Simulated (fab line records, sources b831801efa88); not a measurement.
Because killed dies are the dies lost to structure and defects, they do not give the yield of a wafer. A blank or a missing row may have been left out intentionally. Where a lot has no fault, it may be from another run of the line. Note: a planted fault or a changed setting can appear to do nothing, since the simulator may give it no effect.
fab line records ; flow gf180mcu
record lots=24; wafers=72; lastDay=34
route steps=602 shown VT_IMPLANT@99 HV_LDD@187 PSD@259 M1@315 V1@337
lots with no fault: from the same line, run without faults
startH: start of the lot's first displayed wafer, in hours after the record's first day ; waitH: hours elapsed since this lot's preceding step ; " as in the row above ; L1.1+2: a single row standing in for several wafers ; - no value present, or no start provided ; * or withheld: withheld ; < > ~ a bound
route shown NAME@n: a module of which the file shows steps, and the number in the route of the first ; usual: the fault-free wafers' mean and standard deviation ; same: alike in all rows ; chamber/n: place in a boat ; sites: per-site readings ; _std_site: their standard deviation ; _edge_site: the outer-site mean with the inner-site mean subtracted ; radiusMm: how far each site lies from the wafer's centre ; mask NAME#n: copy n ; behind: the last tool/chamber to shape the wafer ; hold: the reason the lot was held/the length of the hold in hours/how it ended ; device: the transistor (n, p or np) that didn't switch ; end of line: the tests these same wafers got at the end of their route ; for a step that has no rows: nothing shown but its recipe ; killed: the dies lost at the first sort to structure and to defects; this is not the yield of the wafer ; map: per-die view of a wafer (x killed, . not killed, _ where there is no die)
set.NAME: the run value of the setting; set.NAME@STEP: its run value at that earlier step ; model.NAME: the simulator's own value behind a step, which no gauge read
the route's steps for a sample of lots (tables are steps, rows are wafers)
services: a tool's chamber out of use, with start hour (startH, from the record's first day; less than 0 if before it), hours out, and reason
## steps
# step GF_VT_IMPLANT_STRIP_09
# recipe chemistry=O2/N2; powerW=1400; pressureMtorr=1500; platenTempC=250; o2FlowSccm=3000; n2FlowSccm=300; overashFraction=0.5
# usual drypumpMotorCurrentA=5.9/0.54; heaterPowerW=327/32; oesProductAu=0.716/0.0046; stripTimeToEndpointS=12.64/0.032
lot.wafer;tool;chamber;startH;waitH;drypumpMotorCurrentA;heaterPowerW;oesProductAu;rfHoursCounterH;stripTimeToEndpointS
L074.4;plasmaAsher-03;1;109.32;0.1;6.2;349;0.706;-;12.65
L074.5;plasmaAsher-03;1;109.32;0.1;6.2;346;0.714;-;12.65
L074.6;plasmaAsher-03;0;109.32;0.1;5.1;281;0.721;-;12.64
L075.2;plasmaAsher-04;1;119.53;0.1;5.4;357;0.730;49;12.59
L075.3;plasmaAsher-04;0;119.53;0.1;6.7;293;0.715;-;12.61
L075.6;plasmaAsher-04;1;119.53;0.1;5.4;364;0.715;-;12.66
L076.1;plasmaAsher-03;1;123.27;0.1;6.2;351;0.712;48;12.60
L076.4;plasmaAsher-03;1;123.27;0.1;6.2;357;0.722;-;12.65
L076.5;plasmaAsher-03;1;123.27;0.1;6.2;344;0.714;-;12.64
L077.1;plasmaAsher-04;1;127.29;0.1;5.4;365;0.708;49;12.63
L077.3;plasmaAsher-04;1;127.29;0.1;5.4;361;0.715;-;12.63
L077.4;plasmaAsher-04;0;127.29;0.1;6.7;284;0.721;-;12.63
L078.2;plasmaAsher-03;1;132.24;0.1;6.2;349;0.716;49;12.68
L078.3;plasmaAsher-03;0;132.24;0.1;5.1;282;0.705;-;12.62
L078.5;plasmaAsher-03;0;132.24;0.1;5.1;286;0.720;-;12.65
L079.1;plasmaAsher-04;1;141.92;0.1;5.4;356;0.714;51;12.66
L079.2;plasmaAsher-04;0;141.92;0.1;6.7;286;0.714;51;12.60
L079.3;plasmaAsher-04;1;141.92;0.1;5.4;361;0.721;-;12.61
L080.1;plasmaAsher-04;0;146.94;0.1;6.7;290;0.722;51;12.63
L080.2;plasmaAsher-04;1;146.94;0.1;5.4;351;0.716;51;12.61
L080.3;plasmaAsher-04;0;146.94;0.1;6.7;284;0.718;-;12.63
L081.1;plasmaAsher-02;1;151.79;0.1;5.9;318;0.714;3;12.67
L081.2;plasmaAsher-02;0;151.79;0.1;6.2;354;0.711;3;12.64
L081.4;plasmaAsher-02;0;151.79;0.1;6.2;351;0.713;-;12.62
L082.1;plasmaAsher-04;1;158.28;0.1;5.3;358;0.721;52;12.66
L082.3;plasmaAsher-04;0;158.28;0.1;6.7;292;0.717;-;12.65
L082.6;plasmaAsher-04;1;158.28;0.1;5.4;356;0.710;-;12.68
L083.2;plasmaAsher-04;0;167.04;0.1;6.7;285;0.717;53;12.60
L083.5;plasmaAsher-04;0;167.04;0.1;6.7;287;0.723;-;12.59
L083.6;plasmaAsher-04;1;167.04;0.1;5.4;360;0.715;-;12.61
L084.2;plasmaAsher-04;1;173.17;0.1;5.4;369;0.716;54;12.61
L084.4;plasmaAsher-04;0;173.17;0.1;6.7;285;0.713;-;12.65
L084.6;plasmaAsher-04;1;173.17;0.1;5.4;365;0.716;-;12.66
L085.1;plasmaAsher-02;0;179.18;0.1;6.2;352;0.705;6;12.65
L085.4;plasmaAsher-02;1;179.18;0.1;5.8;321;0.714;-;12.67
L085.6;plasmaAsher-02;1;179.18;0.1;5.8;314;0.718;-;12.65
L086.1;plasmaAsher-03;0;183.32;0.1;5.1;293;0.718;54;12.66
L086.2;plasmaAsher-03;1;183.32;0.1;6.1;360;0.714;54;12.61
L086.3;plasmaAsher-03;1;183.32;0.1;6.2;346;0.710;-;12.58
L087.1;plasmaAsher-04;1;197.54;0.1;5.4;372;0.715;56;12.59
L087.4;plasmaAsher-04;1;197.54;0.1;5.4;361;0.708;-;12.65
L087.5;plasmaAsher-04;0;197.54;0.1;6.7;291;0.717;-;12.60
L088.1;plasmaAsher-02;1;201.59;0.1;5.9;323;0.713;9;12.69
L088.3;plasmaAsher-02;0;201.59;0.1;6.2;357;0.716;-;12.74
L088.4;plasmaAsher-02;1;201.59;0.1;5.8;325;0.717;-;12.69
L089.2;plasmaAsher-04;0;206.28;0.1;6.7;287;0.726;57;12.67
L089.4;plasmaAsher-04;0;206.28;0.1;6.7;290;0.707;-;12.66
L089.5;plasmaAsher-04;0;206.28;0.1;6.6;289;0.711;-;12.62
L090.2;plasmaAsher-04;0;212.09;0.1;6.7;297;0.715;58;12.64
L090.3;plasmaAsher-04;1;212.09;0.1;5.4;357;0.713;-;12.61
L090.4;plasmaAsher-04;0;212.09;0.1;6.7;284;0.715;-;12.63
L091.3;plasmaAsher-03;1;216.96;0.1;6.2;352;0.710;-;12.63
L091.4;plasmaAsher-03;0;216.96;0.1;5.1;287;0.720;-;12.58
L091.5;plasmaAsher-03;1;216.96;0.1;6.2;345;0.718;-;12.58
L092.2;plasmaAsher-02;1;229.53;0.1;5.9;317;0.716;12;12.65
L092.3;plasmaAsher-02;1;229.53;0.1;5.9;317;0.719;-;12.66
L092.4;plasmaAsher-02;0;229.53;0.1;6.2;355;0.713;-;12.64
L093.1;plasmaAsher-04;1;230.14;0.1;5.4;365;0.717;60;12.67
L093.3;plasmaAsher-04;1;230.14;0.1;5.4;361;0.727;-;12.66
L093.5;plasmaAsher-04;0;230.14;0.1;6.7;287;0.711;-;12.67
L094.1;plasmaAsher-02;1;240.64;0.1;5.9;312;0.716;13;12.60
L094.4;plasmaAsher-02;0;240.64;0.1;6.2;350;0.719;-;12.63
L094.5;plasmaAsher-02;1;240.64;0.1;5.9;315;0.715;-;12.63
L095.4;plasmaAsher-03;0;243.82;0.1;5.1;294;0.716;-;12.67
L095.5;plasmaAsher-03;0;243.82;0.1;5.1;288;0.717;-;12.69
L095.6;plasmaAsher-03;1;243.82;0.1;6.2;344;0.716;-;12.63
L096.4;plasmaAsher-02;1;246.11;0.1;5.9;317;0.721;-;12.63
L096.5;plasmaAsher-02;1;246.11;0.1;5.9;326;0.714;-;12.61
L096.6;plasmaAsher-02;0;246.11;0.1;6.2;352;0.710;-;12.60
L097.1;plasmaAsher-02;0;252.18;0.1;6.2;361;0.709;14;12.60
L097.4;plasmaAsher-02;0;252.18;0.1;6.2;360;0.719;-;12.60
L097.5;plasmaAsher-02;0;252.18;0.1;6.2;352;0.720;-;12.62
# step GF_HV_LDD_TW_MEAS_11
# usual HV_LDD_TW=2414/34
lot.wafer;tool;chamber;startH;waitH;HV_LDD_TW
L074.4;filmMetro-03;-;211.69;0.1;2370
L074.5;filmMetro-03;-;211.69;0.1;2376
L074.6;filmMetro-03;-;211.69;0.1;2343
L075.2;filmMetro-02;-;225.70;0.1;2466
L075.3;filmMetro-02;-;225.70;0.1;2466
L075.6;filmMetro-02;-;225.70;0.1;2477
L076.1;filmMetro-04;-;230.34;0.1;2442
L076.4;filmMetro-04;-;230.34;0.1;2446
L076.5;filmMetro-04;-;230.34;0.1;2463
L077.1;filmMetro-03;-;233.79;0.1;2398
L077.3;filmMetro-03;-;233.79;0.1;2389
L077.4;filmMetro-03;-;233.79;0.1;2401
L078.2;filmMetro-04;-;240.57;0.1;2438
L078.3;filmMetro-04;-;240.57;0.1;2419
L078.5;filmMetro-04;-;240.57;0.1;2434
L079.1;filmMetro-03;-;254.61;0.1;2388
L079.2;filmMetro-03;-;254.61;0.1;2378
L079.3;filmMetro-03;-;254.61;0.1;2392
L080.1;filmMetro-03;-;257.28;0.1;2392
L080.2;filmMetro-03;-;257.28;0.1;2384
L080.3;filmMetro-03;-;257.28;0.1;2392
L081.1;filmMetro-02;-;264.26;0.1;2485
L081.2;filmMetro-02;-;264.26;0.1;2455
L081.4;filmMetro-02;-;264.26;0.1;2472
L082.1;filmMetro-03;-;272.38;0.1;2388
L082.3;filmMetro-03;-;272.38;0.1;2385
L082.6;filmMetro-03;-;272.38;0.1;2385
L083.2;filmMetro-04;-;282.19;0.1;2442
L083.5;filmMetro-04;-;282.19;0.1;2444
L083.6;filmMetro-04;-;282.19;0.1;2429
L084.2;filmMetro-04;-;290.07;0.1;2435
L084.4;filmMetro-04;-;290.07;0.1;2440
L084.6;filmMetro-04;-;290.07;0.1;2432
L085.1;filmMetro-03;-;298.44;0.1;2388
L085.4;filmMetro-03;-;298.44;0.1;2400
L085.6;filmMetro-03;-;298.44;0.1;2394
L086.1;filmMetro-02;-;302.09;0.1;2447
L086.2;filmMetro-02;-;302.09;0.1;2452
L086.3;filmMetro-02;-;302.09;0.1;2442
L087.1;filmMetro-03;-;317.56;0.1;2384
L087.4;filmMetro-03;-;317.56;0.1;2368
L087.5;filmMetro-03;-;317.56;0.1;2391
L088.1;filmMetro-03;-;326.48;0.1;2372
L088.3;filmMetro-03;-;326.48;0.1;2369
L088.4;filmMetro-03;-;326.48;0.1;2373
L089.2;filmMetro-03;-;330.20;0.1;2375
L089.4;filmMetro-03;-;330.20;0.1;2379
L089.5;filmMetro-03;-;330.20;0.1;2383
L090.2;filmMetro-02;-;337.84;0.1;2446
L090.3;filmMetro-02;-;337.84;0.1;2454
L090.4;filmMetro-02;-;337.84;0.1;2450
L091.3;filmMetro-03;-;343.73;0.1;2394
L091.4;filmMetro-03;-;343.73;0.1;2402
L091.5;filmMetro-03;-;343.73;0.1;2400
L092.2;filmMetro-02;-;357.27;0.1;2458
L092.3;filmMetro-02;-;357.27;0.1;2455
L092.4;filmMetro-02;-;357.27;0.1;2449
L093.1;filmMetro-03;-;360.93;0.1;2380
L093.3;filmMetro-03;-;360.93;0.1;2378
L093.5;filmMetro-03;-;360.93;0.1;2383
L094.1;filmMetro-03;-;371.31;0.1;2387
L094.4;filmMetro-03;-;371.31;0.1;2378
L094.5;filmMetro-03;-;371.31;0.1;2393
L095.4;filmMetro-04;-;377.02;0.1;2420
L095.5;filmMetro-04;-;377.02;0.1;2431
L095.6;filmMetro-04;-;377.02;0.1;2426
L096.4;filmMetro-04;-;377.81;0.1;2440
L096.5;filmMetro-04;-;377.81;0.1;2428
L096.6;filmMetro-04;-;377.81;0.1;2431
L097.1;filmMetro-03;-;386.08;0.1;2383
L097.4;filmMetro-03;-;386.08;0.1;2386
L097.5;filmMetro-03;-;386.08;0.1;2389
# step GF_HV_LDD_OVL_MEAS_20
# usual HV_LDD_01_OVL=-0.8/1.5
lot.wafer;tool;chamber;startH;waitH;HV_LDD_01_OVL[nm]
L074.4;overlay-02;-;229.79;0.1;-1.1
L074.5;overlay-02;-;229.79;0.1;0.0
L074.6;overlay-02;-;229.79;0.1;-0.1
L075.2;overlay-02;-;243.80;0.1;2.3
L075.3;overlay-02;-;243.80;0.1;-1.2
L075.6;overlay-02;-;243.80;0.1;-0.8
L076.1;overlay-01;-;248.71;0.1;-0.4
L076.4;overlay-01;-;248.71;0.1;0.8
L076.5;overlay-01;-;248.71;0.1;-0.2
L077.1;overlay-01;-;252.17;0.1;1.1
L077.3;overlay-01;-;252.17;0.1;1.7
L077.4;overlay-01;-;252.17;0.1;1.1
L078.2;overlay-02;-;259.25;0.1;-1.8
L078.3;overlay-02;-;259.25;0.1;-1.8
L078.5;overlay-02;-;259.25;0.1;-0.9
L079.1;overlay-02;-;273.99;0.1;-1.6
L079.2;overlay-02;-;273.99;0.1;-2.0
L079.3;overlay-02;-;273.99;0.1;-1.9
L080.1;overlay-02;-;277.07;0.1;-1.8
L080.2;overlay-02;-;277.07;0.1;-4.1
L080.3;overlay-02;-;277.07;0.1;-2.9
L081.1;overlay-02;-;284.01;0.1;-0.7
L081.2;overlay-02;-;284.01;0.1;-1.7
L081.4;overlay-02;-;284.01;0.1;-0.4
L082.1;overlay-01;-;292.52;0.1;-0.4
L082.3;overlay-01;-;292.52;0.1;-0.1
L082.6;overlay-01;-;292.52;0.1;-0.3
L083.2;overlay-01;-;302.11;0.1;-2.3
L083.5;overlay-01;-;302.11;0.1;0.9
L083.6;overlay-01;-;302.11;0.1;-0.5
L084.2;overlay-02;-;310.21;0.1;1.1
L084.4;overlay-02;-;310.21;0.1;0.0
L084.6;overlay-02;-;310.21;0.1;0.3
L085.1;overlay-01;-;319.12;0.1;0.6
L085.4;overlay-01;-;319.12;0.1;-0.5
L085.6;overlay-01;-;319.12;0.1;0.3
L086.1;overlay-01;-;321.72;0.1;-2.8
L086.2;overlay-01;-;321.72;0.1;-1.8
L086.3;overlay-01;-;321.72;0.1;-3.6
L087.1;overlay-02;-;338.07;0.1;-2.6
L087.4;overlay-02;-;338.07;0.1;-1.2
L087.5;overlay-02;-;338.07;0.1;-1.9
L088.1;overlay-01;-;347.34;0.1;2.9
L088.3;overlay-01;-;347.34;0.1;1.0
L088.4;overlay-01;-;347.34;0.1;0.6
L089.2;overlay-02;-;352.03;0.1;-2.6
L089.4;overlay-02;-;352.03;0.1;-1.6
L089.5;overlay-02;-;352.03;0.1;-1.4
L090.2;overlay-02;-;359.00;0.1;-1.6
L090.3;overlay-02;-;359.00;0.1;-1.9
L090.4;overlay-02;-;359.00;0.1;-2.1
L091.3;overlay-02;-;365.77;0.1;0.7
L091.4;overlay-02;-;365.77;0.1;1.8
L091.5;overlay-02;-;365.77;0.1;0.4
L092.2;overlay-02;-;379.81;0.1;-2.6
L092.3;overlay-02;-;379.81;0.1;-2.1
L092.4;overlay-02;-;379.81;0.1;-2.2
L093.1;overlay-01;-;384.00;0.1;1.7
L093.3;overlay-01;-;384.00;0.1;2.1
L093.5;overlay-01;-;384.00;0.1;1.4
L094.1;overlay-02;-;394.10;0.1;-1.5
L094.4;overlay-02;-;394.10;0.1;-0.6
L094.5;overlay-02;-;394.10;0.1;-1.0
L095.4;overlay-01;-;399.52;0.1;-1.1
L095.5;overlay-01;-;399.52;0.1;-1.4
L095.6;overlay-01;-;399.52;0.1;-1.1
L096.4;overlay-01;-;400.86;0.1;-0.1
L096.5;overlay-01;-;400.86;0.1;-0.4
L096.6;overlay-01;-;400.86;0.1;-0.6
L097.1;overlay-01;-;409.45;0.1;0.8
L097.4;overlay-01;-;409.45;0.1;0.1
L097.5;overlay-01;-;409.45;0.1;2.2
# step GF_PSD_TW_MEAS_11
# usual PSD_TW=3201/17
lot.wafer;tool;chamber;startH;waitH;PSD_TW
L074.4;filmMetro-04;-;311.66;0.1;3190
L074.5;filmMetro-04;-;311.66;0.1;3172
L074.6;filmMetro-04;-;311.66;0.1;3201
L075.2;filmMetro-01;-;326.22;0.1;3200
L075.3;filmMetro-01;-;326.22;0.1;3211
L075.6;filmMetro-01;-;326.22;0.1;3228
L076.1;filmMetro-02;-;332.79;0.1;3231
L076.4;filmMetro-02;-;332.79;0.1;3220
L076.5;filmMetro-02;-;332.79;0.1;3224
L077.1;filmMetro-04;-;337.95;0.1;3220
L077.3;filmMetro-04;-;337.95;0.1;3195
L077.4;filmMetro-04;-;337.95;0.1;3183
L078.2;filmMetro-01;-;343.69;0.1;3169
L078.3;filmMetro-01;-;343.69;0.1;3191
L078.5;filmMetro-01;-;343.69;0.1;3199
L079.1;filmMetro-04;-;362.18;0.1;3187
L079.2;filmMetro-04;-;362.18;0.1;3202
L079.3;filmMetro-04;-;362.18;0.1;3172
L080.1;filmMetro-02;-;364.40;0.1;3219
L080.2;filmMetro-02;-;364.40;0.1;3228
L080.3;filmMetro-02;-;364.40;0.1;3215
L081.1;filmMetro-02;-;372.75;0.1;3211
L081.2;filmMetro-02;-;372.75;0.1;3223
L081.4;filmMetro-02;-;372.75;0.1;3211
L082.1;filmMetro-02;-;383.10;0.1;3215
L082.3;filmMetro-02;-;383.10;0.1;3197
L082.6;filmMetro-02;-;383.10;0.1;3204
L083.2;filmMetro-02;-;392.55;0.1;3206
L083.5;filmMetro-02;-;392.55;0.1;3191
L083.6;filmMetro-02;-;392.55;0.1;3210
L084.2;filmMetro-04;-;403.01;0.1;3217
L084.4;filmMetro-04;-;403.01;0.1;3196
L084.6;filmMetro-04;-;403.01;0.1;3187
L085.1;filmMetro-02;-;412.25;0.1;3214
L085.4;filmMetro-02;-;412.25;0.1;3213
L085.6;filmMetro-02;-;412.25;0.1;3204
L086.1;filmMetro-02;-;416.29;0.1;3206
L086.2;filmMetro-02;-;416.29;0.1;3205
L086.3;filmMetro-02;-;416.29;0.1;3227
L087.1;filmMetro-01;-;433.95;0.1;3203
L087.4;filmMetro-01;-;433.95;0.1;3201
L087.5;filmMetro-01;-;433.95;0.1;3197
L088.1;filmMetro-01;-;443.57;0.1;3199
L088.3;filmMetro-01;-;443.57;0.1;3212
L088.4;filmMetro-01;-;443.57;0.1;3193
L089.2;filmMetro-01;-;449.55;0.1;3210
L089.4;filmMetro-01;-;449.55;0.1;3218
L089.5;filmMetro-01;-;449.55;0.1;3202
L090.2;filmMetro-01;-;458.01;0.1;3180
L090.3;filmMetro-01;-;458.01;0.1;3169
L090.4;filmMetro-01;-;458.01;0.1;3180
L091.3;filmMetro-01;-;465.91;0.1;3198
L091.4;filmMetro-01;-;465.91;0.1;3197
L091.5;filmMetro-01;-;465.91;0.1;3204
L092.2;filmMetro-04;-;478.98;0.1;3196
L092.3;filmMetro-04;-;478.98;0.1;3184
L092.4;filmMetro-04;-;478.98;0.1;3174
L093.1;filmMetro-02;-;483.90;0.1;3229
L093.3;filmMetro-02;-;483.90;0.1;3229
L093.5;filmMetro-02;-;483.90;0.1;3216
L094.1;filmMetro-02;-;494.94;0.1;3214
L094.4;filmMetro-02;-;494.94;0.1;3223
L094.5;filmMetro-02;-;494.94;0.1;3214
L095.4;filmMetro-01;-;499.52;0.1;3159
L095.5;filmMetro-01;-;499.52;0.1;3179
L095.6;filmMetro-01;-;499.52;0.1;3172
L096.4;filmMetro-01;-;501.58;0.1;3187
L096.5;filmMetro-01;-;501.58;0.1;3185
L096.6;filmMetro-01;-;501.58;0.1;3168
L097.1;filmMetro-04;-;510.49;0.1;3191
L097.4;filmMetro-04;-;510.49;0.1;3196
L097.5;filmMetro-04;-;510.49;0.1;3203
# step GF_M1_SPUTTER_00
# recipe material=Ti; targetThkNm=37.5; arrivingIonEnergyEv=80; substrateTempC=200; chamberPressurePa=2; powerW=4000; timeS=150
# usual substrateTempC=200.01/0.18; throttleValvePct=30.4/1.1
# same timeS=150
lot.wafer;tool;chamber;startH;waitH;substrateTempC;throttleValvePct
L074.4;pvdSputter-04;-;357.95;0.1;199.90;29.5
L074.5;pvdSputter-04;-;357.95;0.1;200.01;29.1
L074.6;pvdSputter-04;-;357.95;0.1;200.05;29.6
L075.2;pvdSputter-03;-;372.67;0.1;200.07;29.1
L075.3;pvdSputter-03;-;372.67;0.1;199.76;31.8
L075.6;pvdSputter-03;-;372.67;0.1;199.68;29.5
L076.1;pvdSputter-01;-;380.12;0.2;200.20;31.8
L076.4;pvdSputter-01;-;380.12;0.2;200.11;29.3
L076.5;pvdSputter-01;-;380.12;0.2;199.94;29.7
L077.1;pvdSputter-04;-;385.62;0.2;199.69;31.1
L077.3;pvdSputter-04;-;385.62;0.2;200.09;29.3
L077.4;pvdSputter-04;-;385.62;0.2;200.00;29.7
L078.2;pvdSputter-03;-;390.94;0.2;200.10;30.0
L078.3;pvdSputter-03;-;390.94;0.2;200.10;31.7
L078.5;pvdSputter-03;-;390.94;0.2;200.01;31.7
L079.1;pvdSputter-04;-;411.10;0.2;199.90;29.5
L079.2;pvdSputter-04;-;411.10;0.2;199.99;30.7
L079.3;pvdSputter-04;-;411.10;0.2;199.97;29.5
L080.1;pvdSputter-01;-;413.01;0.1;199.82;31.5
L080.2;pvdSputter-01;-;413.01;0.1;200.25;29.9
L080.3;pvdSputter-01;-;413.01;0.1;199.59;32.7
L081.1;pvdSputter-01;-;421.69;0.2;200.05;31.7
L081.2;pvdSputter-01;-;421.69;0.2;199.96;29.5
L081.4;pvdSputter-01;-;421.69;0.2;200.13;32.4
L082.1;pvdSputter-01;-;432.90;0.1;199.85;29.3
L082.3;pvdSputter-01;-;432.90;0.1;200.00;30.0
L082.6;pvdSputter-01;-;432.90;0.1;199.90;32.5
L083.2;pvdSputter-04;-;443.25;0.1;199.78;30.8
L083.5;pvdSputter-04;-;443.25;0.1;199.93;30.8
L083.6;pvdSputter-04;-;443.25;0.1;200.01;30.8
L084.2;pvdSputter-04;-;454.53;0.2;200.19;30.6
L084.4;pvdSputter-04;-;454.53;0.2;199.78;29.1
L084.6;pvdSputter-04;-;454.53;0.2;200.34;31.0
L085.1;pvdSputter-01;-;463.58;0.1;200.24;30.1
L085.4;pvdSputter-01;-;463.58;0.1;200.16;29.7
L085.6;pvdSputter-01;-;463.58;0.1;200.12;29.6
L086.1;pvdSputter-03;-;468.18;0.2;200.03;29.8
L086.2;pvdSputter-03;-;468.18;0.2;200.29;30.1
L086.3;pvdSputter-03;-;468.18;0.2;199.92;31.9
L087.1;pvdSputter-03;-;485.20;0.1;199.85;29.4
L087.4;pvdSputter-03;-;485.20;0.1;199.91;29.5
L087.5;pvdSputter-03;-;485.20;0.1;200.42;30.2
L088.1;pvdSputter-04;-;495.25;0.1;200.15;29.2
L088.3;pvdSputter-04;-;495.25;0.1;199.96;29.5
L088.4;pvdSputter-04;-;495.25;0.1;200.44;30.7
L089.2;pvdSputter-03;-;500.26;0.2;199.50;30.2
L089.4;pvdSputter-03;-;500.26;0.2;200.10;29.6
L089.5;pvdSputter-03;-;500.26;0.2;200.11;31.8
L090.2;pvdSputter-04;-;508.70;0.1;200.03;30.6
L090.3;pvdSputter-04;-;508.70;0.1;200.06;30.7
L090.4;pvdSputter-04;-;508.70;0.1;200.26;29.3
L091.3;pvdSputter-04;-;516.73;0.2;200.06;29.2
L091.4;pvdSputter-04;-;516.73;0.2;200.31;30.7
L091.5;pvdSputter-04;-;516.73;0.2;200.07;30.8
L092.2;pvdSputter-01;-;529.61;0.1;200.17;31.7
L092.3;pvdSputter-01;-;529.61;0.1;200.13;30.1
L092.4;pvdSputter-01;-;529.61;0.1;200.35;29.3
L093.1;pvdSputter-01;-;533.55;0.1;199.88;31.7
L093.3;pvdSputter-01;-;533.55;0.1;200.03;30.3
L093.5;pvdSputter-01;-;533.55;0.1;199.94;29.6
L094.1;pvdSputter-04;-;543.94;0.2;199.90;29.5
L094.4;pvdSputter-04;-;543.94;0.2;200.02;30.6
L094.5;pvdSputter-04;-;543.94;0.2;200.02;30.6
L095.4;pvdSputter-03;-;548.84;0.1;200.17;29.0
L095.5;pvdSputter-03;-;548.84;0.1;200.11;29.4
L095.6;pvdSputter-03;-;548.84;0.1;200.03;29.9
L096.4;pvdSputter-01;-;549.96;0.2;200.33;32.5
L096.5;pvdSputter-01;-;549.96;0.2;200.23;32.9
L096.6;pvdSputter-01;-;549.96;0.2;199.97;29.4
L097.1;pvdSputter-03;-;558.94;0.2;200.10;30.2
L097.4;pvdSputter-03;-;558.94;0.2;199.93;29.3
L097.5;pvdSputter-03;-;558.94;0.2;200.23;32.1
# step GF_V1_CVD_02
# recipe material=SiO2; targetThkNm=850; precursor=TEOS; tempC=400; timeS=94.851; rfW=600
# usual heaterPowerW=676/120; rfFwdPowerW=596.0/2
# same timeS=94.851
lot.wafer;tool;chamber;startH;waitH;heaterPowerW;rfFwdPowerW
L074.4;pecvd-03;0;381.93;0.1;658;596.4
L074.5;pecvd-03;2;381.93;0.1;670;595.9
L074.6;pecvd-03;1;381.93;0.1;788;598.8
L075.2;pecvd-03;2;396.26;0.0;629;594.7
L075.3;pecvd-03;1;396.26;0.0;775;597.1
L075.6;pecvd-03;1;396.26;0.0;795;599.3
L076.1;pecvd-03;0;404.77;0.1;549;594.8
L076.4;pecvd-03;1;404.77;0.1;845;597.0
L076.5;pecvd-03;0;404.77;0.1;607;595.7
L077.1;pecvd-03;0;409.97;0.1;528;597.7
L077.3;pecvd-03;2;409.97;0.1;555;593.6
L077.4;pecvd-03;1;409.97;0.1;846;598.6
L078.2;pecvd-01;0;415.24;0.0;580;597.7
L078.3;pecvd-01;2;415.24;0.0;788;592.8
L078.5;pecvd-01;1;415.24;0.0;801;597.8
L079.1;pecvd-03;2;436.67;0.1;639;597.8
L079.2;pecvd-03;0;436.67;0.1;566;592.8
L079.3;pecvd-03;1;436.67;0.1;836;597.6
L080.1;pecvd-02;0;438.02;0.1;527;592.6
L080.2;pecvd-02;2;438.02;0.1;797;598.0
L080.3;pecvd-02;1;438.02;0.1;559;595.3
L081.1;pecvd-02;0;446.92;0.1;473;592.8
L081.2;pecvd-02;2;446.92;0.1;824;597.3
L081.4;pecvd-02;2;446.92;0.1;846;598.6
L082.1;pecvd-01;2;458.38;0.1;789;596.0
L082.3;pecvd-01;1;458.38;0.1;714;596.7
L082.6;pecvd-01;2;458.38;0.1;846;594.6
L083.2;pecvd-03;0;469.02;0.0;642;596.0
L083.5;pecvd-03;0;469.02;0.0;605;594.1
L083.6;pecvd-03;2;469.02;0.0;530;594.7
L084.2;pecvd-03;1;479.40;0.0;776;598.9
L084.4;pecvd-03;2;479.40;0.0;669;594.2
L084.6;pecvd-03;0;479.40;0.0;623;594.5
L085.1;pecvd-02;1;488.97;0.1;648;593.0
L085.4;pecvd-02;0;488.97;0.1;569;597.1
L085.6;pecvd-02;1;488.97;0.1;669;591.4
L086.1;pecvd-02;1;493.37;0.1;599;596.6
L086.2;pecvd-02;2;493.37;0.1;742;597.8
L086.3;pecvd-02;0;493.37;0.1;545;596.1
L087.1;pecvd-02;1;510.07;0.1;563;594.8
L087.4;pecvd-02;1;510.07;0.1;619;598.6
L087.5;pecvd-02;0;510.07;0.1;548;594.7
L088.1;pecvd-02;2;519.64;0.1;752;596.4
L088.3;pecvd-02;1;519.64;0.1;621;599.2
L088.4;pecvd-02;2;519.64;0.1;807;594.6
L089.2;pecvd-01;1;524.74;0.0;690;598.4
L089.4;pecvd-01;2;524.74;0.0;893;596.5
L089.5;pecvd-01;0;524.74;0.0;611;592.7
L090.2;pecvd-03;0;531.92;0.0;621;597.2
L090.3;pecvd-03;2;531.92;0.0;542;597.7
L090.4;pecvd-03;2;531.92;0.0;585;594.4
L091.3;pecvd-01;0;540.57;0.0;627;597.9
L091.4;pecvd-01;0;540.57;0.0;666;598.3
L091.5;pecvd-01;1;540.57;0.0;634;594.5
L092.2;pecvd-02;2;553.57;0.0;703;598.8
L092.3;pecvd-02;0;553.57;0.0;511;593.2
L092.4;pecvd-02;0;553.57;0.0;538;593.5
L093.1;pecvd-02;1;557.20;0.1;649;597.0
L093.3;pecvd-02;2;557.20;0.1;842;599.9
L093.5;pecvd-02;2;557.20;0.1;674;598.1
L094.1;pecvd-02;0;567.30;0.1;520;594.3
L094.4;pecvd-02;1;567.30;0.1;531;596.1
L094.5;pecvd-02;0;567.30;0.1;559;593.2
L095.4;pecvd-01;1;572.05;0.1;747;596.7
L095.5;pecvd-01;2;572.05;0.1;920;596.6
L095.6;pecvd-01;0;572.05;0.1;628;595.3
L096.4;pecvd-01;2;572.85;0.1;873;593.8
L096.5;pecvd-01;0;572.85;0.1;589;596.1
L096.6;pecvd-01;1;572.85;0.1;818;599.0
L097.1;pecvd-03;1;581.88;0.1;885;592.9
L097.4;pecvd-03;2;581.88;0.1;623;594.7
L097.5;pecvd-03;1;581.88;0.1;683;596.4
## services
tool;chamber;startH;hours;kind
pecvd-03;2;96.14;72.4;repair
pvdSputter-04;-;117.32;5.7;repair
plasmaAsher-04;-;117.81;0.3;repair
pecvd-03;0;122.52;5.1;repair
pecvd-02;1;137.97;5.6;repair
pecvd-02;-;138.93;0.8;repair
pvdSputter-04;-;170.47;3.9;repair
pecvd-02;-;189.68;4.7;repair
pvdSputter-04;-;209.85;14.4;repair
pecvd-03;-;238.16;0.9;repair
pecvd-03;-;277.65;0.7;repair
pecvd-02;-;295.44;0.8;repair
plasmaAsher-04;-;320.87;1.2;repair
pecvd-02;-;321.00;2.8;pm
plasmaAsher-04;-;330.94;2.8;pm
plasmaAsher-04;-;362.87;14.6;pm
plasmaAsher-04;-;421.25;9.0;pm
pecvd-03;2;461.34;6.3;repair
pecvd-03;1;465.80;8.8;repair
pecvd-02;-;475.42;2.5;repair
pecvd-02;2;485.85;1.9;repair
pecvd-03;-;488.05;3.3;repair
pecvd-02;-;562.41;1.8;repair
pvdSputter-04;-;577.63;2.6;repair
## key
fault none
